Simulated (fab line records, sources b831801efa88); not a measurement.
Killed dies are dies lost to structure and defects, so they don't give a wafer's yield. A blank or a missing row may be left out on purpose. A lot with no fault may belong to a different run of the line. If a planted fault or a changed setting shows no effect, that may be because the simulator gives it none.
fab line records	flow sky130
record lots=5	wafers=23
route steps=708 shown VIA1@472 METAL2@493 VIA2@507 CAPM@539
start_h: start of the lot's first displayed wafer, in hours after the record's first day	wait_h: how many hours have passed since the lot's step before this one	" same as the row above	L1.1+2: several wafers, shown together as one row	- either no value or no given start	* or withheld: withheld	< > ~ a bound
route shown NAME@n: names a module that has steps shown in the file, with the first one's number in the route	usual: average and standard deviation across the fault-free wafers	same: alike in all rows	chamber/n: place in a boat	sites: readings site by site	_std_site: standard deviation of those values	_edge_site: inner sites' mean taken away from outer sites' mean	radius_mm: for every site, how far away it sits from the centre of the wafer	mask NAME#n: copy n	behind: the last tool/chamber to shape the wafer	hold: why the lot was held/for how many hours/how that ended	device: the n, p or np transistor that did not switch	end of line: the route-end tests of the same wafers	a step given without rows: its recipe and nothing more	killed: dies lost to structure and defects at the first sort, not the wafer's yield	map: shows each die of a wafer: x if killed, . if not, _ if none is there
set.NAME: the run value of the setting; set.NAME@STEP: its run value at that earlier step	model.NAME: the simulator's own value behind a step, which no gauge read
lots with deliberately changed settings; one table per step, one row per wafer
## steps
# step SKY_VIA1_ETCH_14
# recipe chemistry=N2/H2	target=BARC	ion_energy_ev=200	source_w=500	bias_w=100	pressure_mtorr=30	n2_flow_sccm=100	h2_flow_sccm=200	stop_on=SiO2	time_s=45.9	target_depth_a=600
# usual oes_product_au=0.855/0.0053
lot.wafer	tool	chamber	start_h	wait_h	set.time_s	oes_product_au	model.KrF-thick_of_VIA1_COAT_07.thk_nm
L074.1	rie_diel-03	1	778.17	0.0	45.9	0.853	399.4
L074.3	"	0	"	"	41.36	0.909	403.9
L074.4	"	2	"	"	45.9	0.860	397
L074.5	"	1	"	"	41.36	0.909	403.6
L074.6	"	2	"	"	45.9	0.850	398.8
L075.1	rie_diel-01	0	789.59	0.0	43.62	0.873	401.2
L075.3	"	2	"	"	43.62	0.887	401.7
L075.4	"	1	"	"	45.9	0.849	397.6
L075.5	"	3	"	"	45.9	0.838	398.5
L075.6	"	2	"	"	45.9	0.854	398.6
L078.2	rie_diel-01	0	828.20	0.0	45.9	0.855	396.8
L078.3	"	2	"	"	45.9	0.856	398.4
L078.4	"	1	"	"	50.02	0.830	394.4
L078.5	"	1	"	"	50.02	0.838	394.4
L078.6	"	2	"	"	45.9	0.850	396.2
L079.1	rie_diel-03	0	836.92	0.0	45.9	0.857	402.3
L079.2	"	1	"	"	45.9	0.857	400.8
L079.3	"	2	"	"	45.9	0.864	400.1
L081.2	rie_diel-04	3	842.69	0.0	45.9	0.857	395.1
L081.3	"	0	"	"	45.9	0.857	395.4
L081.4	"	3	"	"	45.9	0.857	395.1
L081.5	"	0	"	"	45.9	0.861	397
L081.6	"	1	"	"	45.9	0.852	394.2
# step SKY_METAL2_COAT_10
# recipe resist=KrF-thick	spin_rpm=3000	resist_thk_nm=450
lot.wafer	tool	chamber	start_h	wait_h	set.resist_thk_nm	model.KrF-thick_of_METAL2_COAT_10.thk_nm
L074.1	litho_track-02	0	-	-	476.8	474.9
L074.3	"	0	"	"	450	450.8
L074.4	"	0	"	"	476.8	475.5
L074.5	"	0	"	"	450	449.5
L074.6	"	0	"	"	450	448.3
L075.1	litho_track-03	0	-	-	450	449.7
L075.3	"	0	"	"	467.2	467.4
L075.4	"	0	"	"	450	451
L075.5	"	0	"	"	467.2	467.7
L075.6	"	0	"	"	467.2	466.4
L078.2	litho_track-01	0	-	-	450	449.9
L078.3	"	0	"	"	450	448.6
L078.4	"	0	"	"	450	448.7
L078.5	"	0	"	"	450	449.1
L078.6	"	0	"	"	450	449.4
L079.1	litho_track-03	0	-	-	450	451.1
L079.2+3	"	0	"	"	450	450.3
L081.2	litho_track-02	0	-	-	469.6	467.6
L081.3	"	0	"	"	450	449.7
L081.4	"	0	"	"	450	448.6
L081.5	"	0	"	"	450	449
L081.6	"	0	"	"	469.6	468.5
# step SKY_METAL2_SOFTBAKE_11
# recipe temp_c=100	time_s=90	resist=KrF-thick
lot.wafer	tool	chamber	start_h	wait_h	set.temp_c
L074.1+5+6	litho_track-02	0	-	-	100
L074.3+4	"	0	"	"	103.4
L075.1+5+6	litho_track-03	0	-	-	96.71
L075.3+4	"	0	"	"	100
L078.2+4+6	litho_track-01	0	-	-	100
L078.3+5	"	0	"	"	96.43
L079.1+2+3	litho_track-03	0	-	-	100
L081.2+5+6	litho_track-02	0	-	-	100
L081.3+4	"	0	"	"	103.2
# step SKY_METAL2_EXPOSE_12
# recipe mask_id=MM2	na=0.8	source_shape=annular	sigma_inner=0.55	sigma_outer=0.85	target_cd_nm=140	dose_mj=28
# step SKY_METAL2_PEB_13
# recipe peb_temp_c=withheld	peb_time_s=withheld	resist=KrF-thick
# step SKY_METAL2_DEVELOP_14
# recipe develop_time_s=60	resist=KrF-thick	dev_temp_c=21
lot.wafer	tool	chamber	start_h	wait_h	set.resist_thk_nm@METAL2_COAT_10	model.KrF-thick_of_METAL2_COAT_10.thk_nm
L074.1	litho_track-03	0	-	-	476.8	460.9
L074.3	"	0	"	"	450	434.7
L074.4	"	0	"	"	476.8	459.3
L074.5	"	0	"	"	450	435.4
L074.6	"	0	"	"	450	434.3
L075.1	litho_track-02	0	-	-	450	437.6
L075.3	"	0	"	"	467.2	453.3
L075.4	"	0	"	"	450	437
L075.5	"	0	"	"	467.2	455.7
L075.6	"	0	"	"	467.2	454.4
L078.2	litho_track-03	0	-	-	450	435.8
L078.3	"	0	"	"	450	436.7
L078.4	"	0	"	"	450	434.6
L078.5	"	0	"	"	450	437.2
L078.6	"	0	"	"	450	435.4
L079.1	litho_track-01	0	-	-	450	437.1
L079.2+3	"	0	"	"	450	436.2
L081.2	litho_track-01	0	-	-	469.6	453.5
L081.3	"	0	"	"	450	433.7
L081.4	"	0	"	"	450	432.6
L081.5	"	0	"	"	450	434.9
L081.6	"	0	"	"	469.6	454.4
# step SKY_METAL2_ETCH_18
# recipe chemistry=N2/H2	target=BARC	ion_energy_ev=200	bias_w=100	pressure_mtorr=30	n2_flow_sccm=100	h2_flow_sccm=200	icp_w=500	stop_on=SiO2	time_s=45.9	target_depth_a=600
# step SKY_METAL2_METAL_ETCH_19
# recipe target_depth_a=3600	stop_on=SiO2	over_etch_frac=0.3	time_s=78	chemistry=Cl2/BCl3	resist_sidewall_deg=88	pressure_mtorr=10	icp_w=900	bias_w=48.5	Cl2_flow_sccm=60	bcl3_flow_sccm=30
# step SKY_METAL2_STRIP_20
# recipe chemistry=O2/N2	power_w=1400	pressure_mtorr=1500	platen_temp_c=withheld	o2_flow_sccm=3000	n2_flow_sccm=300	overash_fraction=0.5
# usual strip_time_to_endpoint_s=2.70/0.043
lot.wafer	tool	chamber	start_h	wait_h	set.resist_thk_nm@METAL2_COAT_10	strip_time_to_endpoint_s
L074.1	plasma_asher-02	0	807.32	0.1	476.8	2.90
L074.3	"	0	"	"	450	2.62
L074.4	"	1	"	"	476.8	2.90
L074.5	"	1	"	"	450	2.64
L074.6	"	0	"	"	450	2.64
L075.1	plasma_asher-03	0	817.36	0.1	450	2.71
L075.3	"	1	"	"	467.2	2.88
L075.4	"	0	"	"	450	2.66
L075.5	"	1	"	"	467.2	2.91
L075.6	"	0	"	"	467.2	2.91
L078.2	plasma_asher-03	0	856.99	0.1	450	2.68
L078.3	"	0	"	"	450	2.70
L078.4	"	1	"	"	450	2.64
L078.5	"	0	"	"	450	2.70
L078.6	"	1	"	"	450	2.70
L079.1	plasma_asher-02	1	865.16	0.1	450	2.70
L079.2	"	0	"	"	450	2.69
L079.3	"	1	"	"	450	2.71
L081.2	plasma_asher-04	1	871.56	0.1	469.6	2.95
L081.3	"	0	"	"	450	2.74
L081.4	"	1	"	"	450	2.72
L081.5	"	1	"	"	450	2.75
L081.6	"	0	"	"	469.6	2.98
# step SKY_VIA2_HDPCVD_00
# recipe material=SiO2	target_thk_nm=1180	sigma_open_frac=0.3	time_s=196.7	temp_c=400	sih4_flow_sccm=60	pressure_mtorr=6
lot.wafer	tool	chamber	start_h	wait_h	set.time_s	model.SiO2_of_VIA2_HDPCVD_00.thk_nm
L074.1	hdpcvd-02	2	808.08	0.0	196.7	1178
L074.3	"	1	"	"	208.7	1244
L074.4	"	0	"	"	196.7	1172
L074.5	"	2	"	"	196.7	1179
L074.6	"	1	"	"	208.7	1267
L075.1	hdpcvd-02	1	817.99	0.0	196.7	1177
L075.3	"	0	"	"	168.1	1004
L075.4	"	1	"	"	168.1	1009
L075.5	"	0	"	"	168.1	992.1
L075.6	"	2	"	"	196.7	1192
L078.2	hdpcvd-01	1	857.61	0.0	170.4	1033
L078.3	"	2	"	"	196.7	1182
L078.4	"	0	"	"	170.4	1048
L078.5	"	1	"	"	196.7	1193
L078.6	"	2	"	"	196.7	1181
L079.1	hdpcvd-01	0	865.76	0.0	196.7	1185
L079.2	"	1	"	"	196.7	1171
L079.3	"	2	"	"	196.7	1176
L081.2	hdpcvd-01	1	872.16	0.0	215.1	1317
L081.3	"	0	"	"	215.1	1318
L081.4	"	0	"	"	196.7	1190
L081.5	"	1	"	"	215.1	1305
L081.6	"	2	"	"	196.7	1195
# step SKY_VIA2_THK_MEAS_01
# recipe reads=SiO2_of_VIA2_HDPCVD_00
# usual VIA2_HDPCVD_THK=1176/14
lot.wafer	tool	chamber	start_h	wait_h	set.time_s@VIA2_HDPCVD_00	VIA2_HDPCVD_THK[nm]
L074.1	film_metro-02	-	808.20	0.1	196.7	1178
L074.3	"	-	"	"	208.7	1244
L074.4	"	-	"	"	196.7	1172
L074.5	"	-	"	"	196.7	1179
L074.6	"	-	"	"	208.7	1267
L075.1	film_metro-03	-	818.11	0.1	196.7	1177
L075.3	"	-	"	"	168.1	1004
L075.4	"	-	"	"	168.1	1008
L075.5	"	-	"	"	168.1	992
L075.6	"	-	"	"	196.7	1192
L078.2	film_metro-03	-	857.75	0.1	170.4	1032
L078.3	"	-	"	"	196.7	1183
L078.4	"	-	"	"	170.4	1048
L078.5	"	-	"	"	196.7	1192
L078.6	"	-	"	"	196.7	1180
L079.1	film_metro-01	-	865.88	0.1	196.7	1186
L079.2	"	-	"	"	196.7	1171
L079.3	"	-	"	"	196.7	1177
L081.2	film_metro-03	-	872.29	0.1	215.1	1317
L081.3	"	-	"	"	215.1	1318
L081.4	"	-	"	"	196.7	1191
L081.5	"	-	"	"	215.1	1304
L081.6	"	-	"	"	196.7	1194
# step SKY_VIA2_EXPOSE_09
# recipe mask_id=VIM2	na=0.8	source_shape=annular	sigma_inner=0.55	sigma_outer=0.85	target_cd_nm=200	dose_mj=38
lot.wafer	tool	chamber	start_h	wait_h	mask	set.dose_mj
L074.1+3	krf_scanner-01	0	-	-	VIM2#0	38
L074.4+5+6	"	0	"	"	VIM2#0	36.64
L075.1+4+6	krf_scanner-01	0	-	-	VIM2#0	39.96
L075.3+5	"	0	"	"	VIM2#0	38
L078.2+3+4+5+6	krf_scanner-01	0	-	-	VIM2#0	38
L079.1+2+3	krf_scanner-02	0	-	-	VIM2#0	38
L081.2+4+5	krf_scanner-01	0	-	-	VIM2#0	36.36
L081.3+6	"	0	"	"	VIM2#0	38
# step SKY_VIA2_DEVELOP_11
# recipe develop_time_s=60	resist=KrF-thick	dev_temp_c=21
lot.wafer	tool	chamber	start_h	wait_h	set.develop_time_s
L074.1+3+6	litho_track-03	0	-	-	53.79
L074.4+5	"	0	"	"	60
L075.1+5	litho_track-03	0	-	-	60
L075.3+4+6	"	0	"	"	56.05
L078.2+3+4+5+6	litho_track-03	0	-	-	60
L079.1+2+3	litho_track-01	0	-	-	60
L081.2+3+6	litho_track-03	0	-	-	53.31
L081.4+5	"	0	"	"	60
# step SKY_VIA2_CD_MEAS_12
# recipe target_cd_nm=200
# usual cd_nm=199.3/1.3
lot.wafer	tool	chamber	start_h	wait_h	set.dose_mj@VIA2_EXPOSE_09	cd_nm
L074.1	cd_sem-02	-	835.15	-	38	197.7
L074.3	"	-	"	"	38	197.6
L074.4	"	-	"	"	36.64	194.1
L074.5	"	-	"	"	36.64	193.8
L074.6	"	-	"	"	36.64	191.2
L075.1	cd_sem-02	-	844.55	-	39.96	208.6
L075.3	"	-	"	"	38	198.0
L075.4	"	-	"	"	39.96	206.6
L075.5	"	-	"	"	38	200.1
L075.6	"	-	"	"	39.96	206.2
L078.2	cd_sem-01	-	883.37	-	38	199.4
L078.3	"	-	"	"	38	199.2
L078.4	"	-	"	"	38	199.8
L078.5	"	-	"	"	38	198.6
L078.6	"	-	"	"	38	199.0
L079.1	cd_sem-02	-	892.42	-	38	201.0
L079.2	"	-	"	"	38	201.6
L079.3	"	-	"	"	38	199.4
L081.2	cd_sem-01	-	898.47	-	36.36	187.9
L081.3	"	-	"	"	38	196.2
L081.4	"	-	"	"	36.36	189.8
L081.5	"	-	"	"	36.36	190.0
L081.6	"	-	"	"	38	195.1
# step SKY_VIA2_ETCH_14
# recipe chemistry=N2/H2	target=BARC	ion_energy_ev=200	source_w=500	bias_w=100	pressure_mtorr=30	n2_flow_sccm=100	h2_flow_sccm=200	stop_on=SiO2	time_s=45.9	target_depth_a=600
lot.wafer	tool	chamber	start_h	wait_h	set.dose_mj@VIA2_EXPOSE_09	model.VIA2.cd_nm
L074.1	rie_diel-02	1	835.30	0.0	38	196.9
L074.3	"	0	"	"	38	196.8
L074.4	"	3	"	"	36.64	193.7
L074.5	"	2	"	"	36.64	194.3
L074.6	"	1	"	"	36.64	190.8
L075.1	rie_diel-02	3	844.70	0.0	39.96	208.8
L075.3	"	1	"	"	38	197.5
L075.4	"	0	"	"	39.96	204.9
L075.5	"	3	"	"	38	199.2
L075.6	"	0	"	"	39.96	205
L078.2	rie_diel-03	3	883.50	0.0	38	198.8
L078.3	"	2	"	"	38	200.1
L078.4	"	0	"	"	38	201
L078.5	"	0	"	"	38	199.9
L078.6	"	1	"	"	38	199.7
L079.1	rie_diel-03	3	892.57	0.0	38	200.9
L079.2	"	2	"	"	38	201.9
L079.3	"	1	"	"	38	200.3
L081.2	rie_diel-03	3	898.60	0.0	36.36	187.4
L081.3	"	2	"	"	38	195.9
L081.4	"	0	"	"	36.36	190.3
L081.5	"	1	"	"	36.36	190.5
L081.6	"	0	"	"	38	195.6
# step SKY_VIA2_CVD_21
# recipe material=W	target_thk_nm=420	time_s=126.4	temp_c=400	pressure_torr=40
lot.wafer	tool	chamber	start_h	wait_h	set.temp_c	model.W_of_VIA2_CVD_21.thk_nm
L074.1	cvd_w-02	0	836.06	0.0	395.6	385.9
L074.3	"	1	"	"	400	418.6
L074.4	"	0	"	"	400	419.3
L074.5	"	0	"	"	395.6	386.5
L074.6	"	1	"	"	400	420.3
L075.1	cvd_w-02	1	845.46	0.0	389.5	346.9
L075.3	"	0	"	"	389.5	344.5
L075.4	"	1	"	"	389.5	349.1
L075.5	"	1	"	"	400	423.8
L075.6	"	0	"	"	400	418
L078.2	cvd_w-01	0	884.27	0.0	400	434.4
L078.3	"	1	"	"	400	425
L078.4	"	0	"	"	400	426.7
L078.5	"	1	"	"	400	425.7
L078.6	"	0	"	"	400	432.6
L079.1	cvd_w-01	1	893.34	0.0	400	430.6
L079.2+3	"	0,1	"	"	400	427.8
L081.2	cvd_w-01	0	899.36	0.0	389.4	353.4
L081.3	"	0	"	"	400	430.6
L081.4	"	1	"	"	400	427.9
L081.5	"	0	"	"	389.4	355.5
L081.6	"	1	"	"	400	429.6
# step SKY_VIA2_RS_MEAS_22
# recipe thk_meas_gauge=four-point-probe	reads=W_of_VIA2_CVD_21+TiN_of_VIA2_SPUTTER_20
# usual VIA2_W_RS=0.272/0.0037
lot.wafer	tool	chamber	start_h	wait_h	set.temp_c@VIA2_CVD_21	VIA2_W_RS[ohm/sq]
L074.1	film_metro-01	-	836.19	0.1	395.6	0.297
L074.3	"	-	"	"	400	0.274
L074.4	"	-	"	"	400	0.274
L074.5	"	-	"	"	395.6	0.297
L074.6	"	-	"	"	400	0.273
L075.1	film_metro-02	-	845.59	0.1	389.5	0.331
L075.3	"	-	"	"	389.5	0.334
L075.4	"	-	"	"	389.5	0.329
L075.5	"	-	"	"	400	0.271
L075.6	"	-	"	"	400	0.274
L078.2	film_metro-02	-	884.42	0.1	400	0.264
L078.3	"	-	"	"	400	0.270
L078.4	"	-	"	"	400	0.269
L078.5	"	-	"	"	400	0.269
L078.6	"	-	"	"	400	0.265
L079.1	film_metro-03	-	893.47	0.1	400	0.266
L079.2	"	-	"	"	400	0.268
L079.3	"	-	"	"	400	0.267
L081.2	film_metro-01	-	899.51	0.1	389.4	0.325
L081.3	"	-	"	"	400	0.266
L081.4	"	-	"	"	400	0.268
L081.5	"	-	"	"	389.4	0.323
L081.6	"	-	"	"	400	0.267
# step SKY_VIA2_THK_MEAS_23
# recipe thk_meas_gauge=xrf	reads=W_of_VIA2_CVD_21
# usual VIA2_W_THK=418/10
lot.wafer	tool	chamber	start_h	wait_h	set.temp_c@VIA2_CVD_21	VIA2_W_THK[nm]
L074.1	film_metro-01	-	836.31	0.1	395.6	383
L074.3	"	-	"	"	400	414
L074.4	"	-	"	"	400	416
L074.5	"	-	"	"	395.6	383
L074.6	"	-	"	"	400	414
L075.1	film_metro-02	-	845.71	0.1	389.5	339
L075.3	"	-	"	"	389.5	340
L075.4	"	-	"	"	389.5	341
L075.5	"	-	"	"	400	413
L075.6	"	-	"	"	400	408
L078.2	film_metro-02	-	884.53	0.1	400	437
L078.3	"	-	"	"	400	428
L078.4	"	-	"	"	400	426
L078.5	"	-	"	"	400	427
L078.6	"	-	"	"	400	435
L079.1	film_metro-03	-	893.59	0.1	400	441
L079.2	"	-	"	"	400	438
L079.3	"	-	"	"	400	438
L081.2	film_metro-01	-	899.62	0.1	389.4	347
L081.3	"	-	"	"	400	425
L081.4	"	-	"	"	400	424
L081.5	"	-	"	"	389.4	352
L081.6	"	-	"	"	400	423
# step SKY_CAPM_SPUTTER_02
# recipe material=TiN	target_thk_nm=200	temp_c=300	power_w=6500	time_s=166.7	chamber_pressure_pa=0.4
lot.wafer	tool	chamber	start_h	wait_h	set.time_s	model.TiN_of_CAPM_SPUTTER_02.thk_nm
L074.1	pvd_sputter-04	-	836.91	0.1	166.7	201.1
L074.3	"	-	"	"	166.7	195.4
L074.4	"	-	"	"	166.7	198.3
L074.5	"	-	"	"	155.8	186.2
L074.6	"	-	"	"	155.8	184.3
L075.1	pvd_sputter-01	-	846.32	0.1	166.7	197.7
L075.3	"	-	"	"	166.7	193.7
L075.4	"	-	"	"	166.7	196.9
L075.5	"	-	"	"	166.7	193.4
L075.6	"	-	"	"	166.7	198.8
L078.2	pvd_sputter-01	-	885.11	0.0	184	218.8
L078.3	"	-	"	"	166.7	202.7
L078.4	"	-	"	"	166.7	196.7
L078.5	"	-	"	"	184	219.9
L078.6	"	-	"	"	166.7	202.9
L079.1	pvd_sputter-01	-	894.19	0.1	166.7	198.4
L079.2	"	-	"	"	166.7	195
L079.3	"	-	"	"	166.7	200
L081.2	pvd_sputter-01	-	900.21	0.0	179.5	217.7
L081.3	"	-	"	"	179.5	214
L081.4	"	-	"	"	166.7	200
L081.5	"	-	"	"	166.7	198.2
L081.6	"	-	"	"	166.7	201
# step SKY_CAPM_RS_MEAS_03
# recipe thk_meas_gauge=four-point-probe	reads=TiN_of_CAPM_SPUTTER_02
# usual CAPM_TIN_RS=6.92/0.089
lot.wafer	tool	chamber	start_h	wait_h	set.time_s@CAPM_SPUTTER_02	CAPM_TIN_RS[ohm/sq]
L074.1	film_metro-02	-	837.02	0.1	166.7	6.88
L074.3	"	-	"	"	166.7	7.08
L074.4	"	-	"	"	166.7	6.97
L074.5	"	-	"	"	155.8	7.44
L074.6	"	-	"	"	155.8	7.52
L075.1	film_metro-01	-	846.43	0.1	166.7	7.00
L075.3	"	-	"	"	166.7	7.14
L075.4	"	-	"	"	166.7	7.04
L075.5	"	-	"	"	166.7	7.15
L075.6	"	-	"	"	166.7	6.95
L078.2	film_metro-01	-	885.24	0.1	184	6.30
L078.3	"	-	"	"	166.7	6.80
L078.4	"	-	"	"	166.7	7.02
L078.5	"	-	"	"	184	6.26
L078.6	"	-	"	"	166.7	6.82
L079.1	film_metro-01	-	894.30	0.1	166.7	6.98
L079.2	"	-	"	"	166.7	7.10
L079.3	"	-	"	"	166.7	6.93
L081.2	film_metro-02	-	900.34	0.1	179.5	6.35
L081.3	"	-	"	"	179.5	6.45
L081.4	"	-	"	"	166.7	6.92
L081.5	"	-	"	"	166.7	6.99
L081.6	"	-	"	"	166.7	6.88
# step SKY_CAPM_THK_MEAS_04
# recipe thk_meas_gauge=xrf	reads=TiN_of_CAPM_SPUTTER_02
# usual CAPM_TIN_THK=198.6/2.6
lot.wafer	tool	chamber	start_h	wait_h	set.time_s@CAPM_SPUTTER_02	CAPM_TIN_THK[nm]
L074.1	film_metro-02	-	837.14	0.1	166.7	199.4
L074.3	"	-	"	"	166.7	194.1
L074.4	"	-	"	"	166.7	197.5
L074.5	"	-	"	"	155.8	185.3
L074.6	"	-	"	"	155.8	183.7
L075.1	film_metro-01	-	846.55	0.1	166.7	196.5
L075.3	"	-	"	"	166.7	192.9
L075.4	"	-	"	"	166.7	196.6
L075.5	"	-	"	"	166.7	192.4
L075.6	"	-	"	"	166.7	198.2
L078.2	film_metro-01	-	885.35	0.1	184	216.2
L078.3	"	-	"	"	166.7	200.5
L078.4	"	-	"	"	166.7	193.7
L078.5	"	-	"	"	184	218.4
L078.6	"	-	"	"	166.7	200.6
L079.1	film_metro-01	-	894.42	0.1	166.7	195.6
L079.2	"	-	"	"	166.7	192.0
L079.3	"	-	"	"	166.7	196.9
L081.2	film_metro-02	-	900.45	0.1	179.5	216.6
L081.3	"	-	"	"	179.5	212.5
L081.4	"	-	"	"	166.7	198.6
L081.5	"	-	"	"	166.7	197.5
L081.6	"	-	"	"	166.7	199.6
## key
split step=SKY_VIA1_ETCH_14	setting=time_s	stated=45.9	by=wafer
response step=SKY_VIA1_ETCH_14	reading=oes_product_au	change=-0.00434	per=1%	r=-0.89
response step=SKY_VIA1_ETCH_14	reading=model.KrF-thick_of_VIA1_COAT_07.thk_nm	change=-0.458	per=1%	r=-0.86
split step=SKY_METAL2_COAT_10	setting=resist_thk_nm	stated=450	by=wafer
response step=SKY_METAL2_COAT_10	reading=model.KrF-thick_of_METAL2_COAT_10.thk_nm	change=+4.34	per=1%	r=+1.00
response step=SKY_METAL2_DEVELOP_14	reading=model.KrF-thick_of_METAL2_COAT_10.thk_nm	change=+4.41	per=1%	r=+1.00
response step=SKY_METAL2_STRIP_20	reading=strip_time_to_endpoint_s	change=*	per=1%	r=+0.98
split step=SKY_METAL2_SOFTBAKE_11	setting=temp_c	stated=100	by=wafer
response none clear
split step=SKY_VIA2_HDPCVD_00	setting=time_s	stated=196.7	by=wafer
response step=SKY_VIA2_HDPCVD_00	reading=model.SiO2_of_VIA2_HDPCVD_00.thk_nm	change=+12.1	per=1%	r=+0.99
response step=SKY_VIA2_THK_MEAS_01	reading=VIA2_HDPCVD_THK	change=+12.1	per=1%	r=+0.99
split step=SKY_VIA2_EXPOSE_09	setting=dose_mj	stated=38	by=wafer
response step=SKY_VIA2_CD_MEAS_12	reading=cd_nm	change=+1.48	per=1%	r=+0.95
response step=SKY_VIA2_ETCH_14	reading=model.VIA2.cd_nm	change=+1.41	per=1%	r=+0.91
split step=SKY_VIA2_DEVELOP_11	setting=develop_time_s	stated=60	by=wafer
response none clear
split step=SKY_VIA2_CVD_21	setting=temp_c	stated=400	by=wafer
response step=SKY_VIA2_CVD_21	reading=model.W_of_VIA2_CVD_21.thk_nm	change=+28.4	per=1%	r=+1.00
response step=SKY_VIA2_RS_MEAS_22	reading=VIA2_W_RS	change=-0.022	per=1%	r=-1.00
response step=SKY_VIA2_THK_MEAS_23	reading=VIA2_W_THK	change=+27.7	per=1%	r=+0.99
split step=SKY_CAPM_SPUTTER_02	setting=time_s	stated=166.7	by=wafer
response step=SKY_CAPM_SPUTTER_02	reading=model.TiN_of_CAPM_SPUTTER_02.thk_nm	change=+1.92	per=1%	r=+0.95
response step=SKY_CAPM_RS_MEAS_03	reading=CAPM_TIN_RS	change=-0.0647	per=1%	r=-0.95
response step=SKY_CAPM_THK_MEAS_04	reading=CAPM_TIN_THK	change=+1.92	per=1%	r=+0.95
